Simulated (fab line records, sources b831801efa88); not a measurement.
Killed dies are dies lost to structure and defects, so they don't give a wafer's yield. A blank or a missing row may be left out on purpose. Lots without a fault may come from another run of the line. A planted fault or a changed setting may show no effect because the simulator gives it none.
One fault seen from 2 desks | flow gf180mcu | each desk has only its own numbers; what lay behind them comes last

THE METROLOGY DESK
What the gauges read, lot by lot, whatever tool the lot ran on: means of the sampled wafers that have a number. A lot is out of limits, marked OUT, if its mean lies more than 4 standard deviations from the usual mean; the brackets give that distance.
Columns: A = V3_W_THK at GF_V3_THK_MEAS_25, usual 357 nm; B = M4_ALCU_RS at GF_M4_RS_MEAS_05, usual 0.0694 ohm/sq; C = M4_ALCU_THK at GF_M4_THK_MEAS_06, usual 457 nm
lot  | first seen here | A   | B                | C
L684 | day 23 02:32    | 370 | 0.0695           | 454
L687 | day 23 21:39    | 356 | 0.0694           | 455
L688 | day 24 11:33    | 362 | 0.0705           | 450
L689 | day 24 18:28    | 355 | 0.0704           | 451
L691 | day 25 10:53    | 351 | 0.0699           | 453
L692 | day 25 18:13    | 356 | 0.0698           | 457
L693 | day 26 07:26    | 354 | 0.0692           | 458
L700 | day 28 03:48    | 356 | 0.0517 (-26) OUT | 646 (+45) OUT
L703 | day 29 00:16    | 358 | 0.0515 (-27) OUT | 642 (+44) OUT
L705 | day 29 11:25    | 369 | 0.0691           | 459
L706 | day 29 17:29    | 350 | 0.0694           | 455
This desk's finding: out of limits on L700, L703; first on L700, day 28 04:23 (M4_ALCU_RS at GF_M4_RS_MEAS_05). In limits: L684, L687, L688, L689, L691, L692, L693, L705, L706.

THE TOOL OWNER'S DESK: pvd_sputter-02
The tool's own readings at GF_M4_SPUTTER_02 (material AlCu, target thk 450 nm, time 23.9 s): means of the sampled wafers that have a number, for each lot that ran on this tool. A lot is out of limits, marked OUT, if its mean lies more than 4 standard deviations from the usual mean; the brackets give that distance.
Columns: A = throttle_valve_pct at GF_M4_SPUTTER_02, usual 29.4 %
lot  | first seen here | A
L684 | day 23 03:01    | 29.1
L687 | day 23 22:07    | 29.1
L693 | day 26 07:55    | 29.9
L700 | day 28 04:17    | 29.9
L703 | day 29 00:45    | 28.8
This desk's finding: nothing out of limits on any of the 5 lots.

PUT TOGETHER
The metrology desk could have raised an alarm at day 28 04:23, on L700, L703.
The tool owner's desk saw nothing out of limits.
The tool owner's desk has L700, L703 on record, within its limits.
Of the lots named, all ran GF_M4_SPUTTER_02 on pvd_sputter-02.

WHAT THE SIMULATOR HAD PUT IN
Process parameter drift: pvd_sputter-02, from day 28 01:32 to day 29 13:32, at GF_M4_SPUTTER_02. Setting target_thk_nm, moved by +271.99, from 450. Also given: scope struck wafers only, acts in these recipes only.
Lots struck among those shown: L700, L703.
Hours from the fault's start to each desk's first reading out of limits: the metrology desk, 3.
